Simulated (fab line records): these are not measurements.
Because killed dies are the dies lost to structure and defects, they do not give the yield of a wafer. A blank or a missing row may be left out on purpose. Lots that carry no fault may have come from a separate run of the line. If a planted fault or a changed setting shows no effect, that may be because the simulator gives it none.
Which tool did it?    flow sky130    24 lots, 72 wafers sampled, at 5 steps of a route of 708

## WHAT EACH GAUGE READ, for each wafer
SKY_VT_ADJUST_LVTN_OVL_MEAS_07. Usual: for VT_ADJUST_LVTN_OVL the level is -1.0 nm and the standard deviation is 1.2.
lot   measured      on          VT_ADJUST_LVTN_OVL (nm)  flag
L074  day 6 16:24   overlay-02  -0.6 -2.0 -2.9           
L075  day 6 22:42   overlay-01  -0.2 0.3 -0.1            
L076  day 7 10:45   overlay-02  -0.3 -0.1 0.0            
L077  day 7 11:16   overlay-01  -1.0 0.7 -0.5            
L078  day 7 18:46   overlay-01  -0.9 0.5 -0.8            
L079  day 8 05:43   overlay-02  -2.5 -2.3 -2.4           
L080  day 8 11:28   overlay-01  -3.0 -2.3 -0.8           
L081  day 8 15:31   overlay-02  -2.2 -3.0 -3.1           
L082  day 8 22:01   overlay-01  -0.7 -1.1 0.0            
L083  day 9 08:37   overlay-02  -2.6 -3.8 -2.4           
L084  day 9 12:25   overlay-02  -3.1 -3.4 -2.2           
L085  day 9 16:34   overlay-01  -0.2 -0.9 -2.1           
L086  day 9 23:37   overlay-01  -1.5 -1.1 -3.2           
L087  day 10 12:58  overlay-01  -1.3 1.4 -0.6            
L088  day 10 16:25  overlay-01  -1.3 -0.5 0.1            
L089  day 10 23:46  overlay-02  -2.2 -1.6 -1.3           
L090  day 11 07:58  overlay-02  -0.9 -0.2 -0.9           
L092  day 12 03:19  overlay-02  -1.5 -3.0 -2.2           
L091  day 12 03:39  overlay-02  0.6 -0.1 0.9             
L093  day 12 07:51  overlay-02  -3.7 -3.8 -2.4           
L095  day 12 14:07  overlay-01  0.1 -1.7 -1.4            
L094  day 12 14:31  overlay-01  -1.2 -0.1 0.2            
L096  day 13 00:46  overlay-01  -0.7 0.6 0.2             
L097  day 13 08:28  overlay-02  1.6 1.6 1.3              

SKY_LDD_LDN_OVL_MEAS_07. Usual: for LDD_LDN_OVL the level is 0.6 nm and the standard deviation is 1.6.
lot   measured      on          LDD_LDN_OVL (nm)  flag
L074  day 22 17:40  overlay-01  1.3 2.4 2.5       
L075  day 23 04:34  overlay-01  3.0 3.6 2.7       
L076  day 23 17:15  overlay-01  1.6 0.1 0.7       
L077  day 23 16:58  overlay-01  -2.0 -2.2 -1.1    
L078  day 24 02:58  overlay-01  0.8 1.5 0.3       
L079  day 24 20:22  overlay-02  -1.9 -0.8 -0.5    
L080  day 24 21:13  overlay-02  -2.1 -3.4 -2.9    
L081  day 25 06:40  overlay-01  -3.0 -1.1 -0.8    
L082  day 25 12:14  overlay-02  0.7 2.9 3.0       
L083  day 26 05:41  overlay-02  -0.7 0.8 -0.2     
L084  day 26 10:46  overlay-01  1.3 1.9 2.6       
L085  day 26 13:19  overlay-01  0.1 -0.4 1.4      
L086  day 27 06:04  overlay-02  0.4 1.9 -0.7      
L087  day 27 15:22  overlay-02  2.9 1.0 1.7       
L088  day 27 22:03  overlay-01  0.4 -0.6 1.0      
L089  day 29 22:55  overlay-01  1.2 0.8 -0.6      
L090  day 29 23:52  overlay-01  -0.5 -0.9 -1.6    
L092  day 30 00:31  overlay-01  1.0 -0.6 -0.5     
L091  day 30 02:25  overlay-02  2.9 3.7 3.3       
L093  day 30 01:24  overlay-02  0.6 0.4 1.2       
L095  day 30 06:04  overlay-01  1.3 1.4 1.9       
L094  day 30 06:22  overlay-01  -0.1 2.5 2.2      
L096  day 30 09:58  overlay-01  1.6 1.7 1.4       
L097  day 30 23:07  overlay-01  0.7 1.3 0.2       

SKY_METAL2_THK_MEAS_06: measures by xrf. Usual: for METAL2_ALCU_THK the level is 254 nm and the standard deviation is 3.5.
lot   measured      on             METAL2_ALCU_THK (nm)  flag
L074  day 33 19:50  film metro-03  258 259 259           
L075  day 34 05:44  film metro-04  250 256 257           
L076  day 34 16:29  film metro-02  254 252 254           
L077  day 34 17:02  film metro-04  249 256 254           
L078  day 35 02:04  film metro-02  253 255 252           
L079  day 35 16:08  film metro-02  253 248 251           
L080  day 35 19:03  film metro-04  253 251 255           
L081  day 36 02:27  film metro-04  252 249 253           
L082  day 36 06:30  film metro-02  254 252 253           
L083  day 36 23:37  film metro-04  256 255 254           
L084  day 37 04:44  film metro-03  259 256 254           
L085  day 37 05:15  film metro-04  256 255 252           
L086  day 37 20:31  film metro-02  253 253 257           
L087  day 38 03:23  film metro-04  252 258 257           
L088  day 38 08:12  film metro-04  257 251 253           
L089  day 40 00:36  film metro-02  253 254 252           
L090  day 40 05:03  film metro-02  252 249 248           
L092  day 40 06:30  film metro-02  254 256 255           
L091  day 40 08:53  film metro-04  262 259 261           
L093  day 40 08:34  film metro-03  250 252 252           
L095  day 40 09:50  film metro-04  261 258 261           
L094  day 40 10:47  film metro-02  256 252 250           
L096  day 40 13:31  film metro-03  249 244 255           
L097  day 40 21:10  film metro-03  254 253 251           

## WHICH TOOL RAN EACH LOT (tool, then ch and the chambers of the sampled wafers, then the start)
lot   SKY_LI_CONTACT_CMP_02          SKY_METAL2_SPUTTER_04
L074  cmp-02 ch 2,3, day 27 19:17    pvd sputter-03, day 33 19:40
L075  cmp-01 ch 2,3, day 28 05:11    pvd sputter-04, day 34 05:34
L076  cmp-01 ch 1,2,3, day 28 17:47  pvd sputter-03, day 34 16:19
L077  cmp-02 ch 0,1,3, day 28 18:02  pvd sputter-04, day 34 16:52
L078  cmp-01 ch 0,1,3, day 29 02:53  pvd sputter-03, day 35 01:52
L079  cmp-02 ch 0,3, day 29 18:20    pvd sputter-03, day 35 15:58
L080  cmp-01 ch 1,2,3, day 29 19:43  pvd sputter-02, day 35 18:52
L081  cmp-02 ch 1,2, day 30 04:26    pvd sputter-04, day 36 02:16
L082  cmp-01 ch 0,2,3, day 30 08:59  pvd sputter-03, day 36 06:19
L083  cmp-02 ch 1,2, day 31 02:02    pvd sputter-02, day 36 23:25
L084  cmp-02 ch 0,1,2, day 31 07:36  pvd sputter-03, day 37 04:32
L085  cmp-01 ch 0,2,3, day 31 08:45  pvd sputter-03, day 37 05:05
L086  cmp-02 ch 0,1,3, day 32 01:32  pvd sputter-04, day 37 20:20
L087  cmp-01 ch 1,2,3, day 32 10:02  pvd sputter-04, day 38 03:13
L088  cmp-01 ch 0,2,3, day 32 16:08  pvd sputter-04, day 38 08:02
L089  cmp-01 ch 1,3, day 34 14:26    pvd sputter-03, day 40 00:25
L090  cmp-01 ch 1,2,3, day 34 15:08  pvd sputter-03, day 40 04:52
L092  cmp-01 ch 0,2,3, day 34 16:53  pvd sputter-04, day 40 06:19
L091  cmp-02 ch 0,2,3, day 34 19:06  pvd sputter-02, day 40 08:43
L093  cmp-01 ch 0,1,2, day 34 18:45  pvd sputter-03, day 40 08:23
L095  cmp-01 ch 1,2, day 34 21:14    pvd sputter-02, day 40 09:40
L094  cmp-01 ch 0,2, day 34 22:26    pvd sputter-03, day 40 10:37
L096  cmp-01 ch 0,2, day 35 00:59    pvd sputter-04, day 40 13:20
L097  cmp-02 ch 0,1,2, day 35 13:02  pvd sputter-04, day 40 20:59
- SKY_LI_CONTACT_CMP_02: polishes PSG.
- SKY_METAL2_SPUTTER_04: material TiN, target thk 70 nm, time 58.3 s.

## WHAT THE TOOLS THEMSELVES READ (means of the sampled wafers that have a number; where no wafer has one, the mark that the record gives instead)
SKY_LI_CONTACT_CMP_02. Usual: motor current A 12.0 A, standard deviation 0.98; time to endpoint s 33 s, standard deviation 4.
lot   tool    motor current A (A)  time to endpoint s (s)  flag
L074  cmp-02  11.6                 28                      
L075  cmp-01  12.3                 32                      
L076  cmp-01  12.2                 30                      
L077  cmp-02  12.7                 32                      
L078  cmp-01  11.7                 33                      
L079  cmp-02  13.1                 34                      
L080  cmp-01  12.2                 33                      
L081  cmp-02  11.7                 36                      
L082  cmp-01  12.1                 34                      
L083  cmp-02  11.8                 35                      
L084  cmp-02  12.0                 31                      
L085  cmp-01  11.6                 32                      
L086  cmp-02  12.8                 32                      
L087  cmp-01  12.0                 31                      
L088  cmp-01  11.9                 33                      
L089  cmp-01  11.4                 24                      
L090  cmp-01  12.1                 30                      
L092  cmp-01  11.6                 35                      
L091  cmp-02  12.1                 31                      
L093  cmp-01  12.1                 32                      
L095  cmp-01  12.4                 35                      
L094  cmp-01  12.1                 36                      
L096  cmp-01  12.1                 37                      
L097  cmp-02  12.2                 35                      

SKY_METAL2_SPUTTER_04. Usual: cathode dc power W 6500.1 W, standard deviation 1.2; throttle valve pct 29.8 %, standard deviation 1.2.
lot   tool            cathode dc power W (W)  throttle valve pct (%)  flag
L074  pvd sputter-03  6499.9                  29.0                    
L075  pvd sputter-04  6500.4                  30.8                    
L076  pvd sputter-03  6500.7                  30.3                    
L077  pvd sputter-04  6500.9                  29.5                    
L078  pvd sputter-03  6501.6                  29.4                    
L079  pvd sputter-03  6500.4                  30.5                    
L080  pvd sputter-02  6499.8                  29.9                    
L081  pvd sputter-04  6500.2                  29.1                    
L082  pvd sputter-03  6499.7                  31.1                    
L083  pvd sputter-02  6500.6                  30.3                    
L084  pvd sputter-03  6499.9                  29.0                    
L085  pvd sputter-03  6499.7                  30.2                    
L086  pvd sputter-04  6500.6                  29.3                    
L087  pvd sputter-04  6498.6                  29.2                    
L088  pvd sputter-04  6499.4                  30.0                    
L089  pvd sputter-03  6501.5                  30.2                    
L090  pvd sputter-03  6499.1                  29.0                    
L092  pvd sputter-04  6500.0                  31.0                    
L091  pvd sputter-02  6499.7                  29.9                    
L093  pvd sputter-03  6500.2                  29.8                    
L095  pvd sputter-02  6500.4                  30.0                    
L094  pvd sputter-03  6499.6                  29.2                    
L096  pvd sputter-04  6499.7                  30.1                    
L097  pvd sputter-04  6500.8                  30.2                    

## THE ANSWER, worked out from the rows above alone
Rule: take the mean of a lot's wafers that have a number; if it is more than 3 standard deviations from the usual mean, the lot is off. A lot without any number at a reading at which 4 lots or more have one is off too. The other lots that the step has rows for count as sound. The gauges are gone through in route order, then the tools' own readings, and for those a lot's mean is taken as printed above. At the first step where some lot is off, the reading lying furthest off is the one used; lots without a number count as furthest.
None of the lots is off at any reading shown; this tells nothing.

## WHAT THE SIMULATOR PUT IN
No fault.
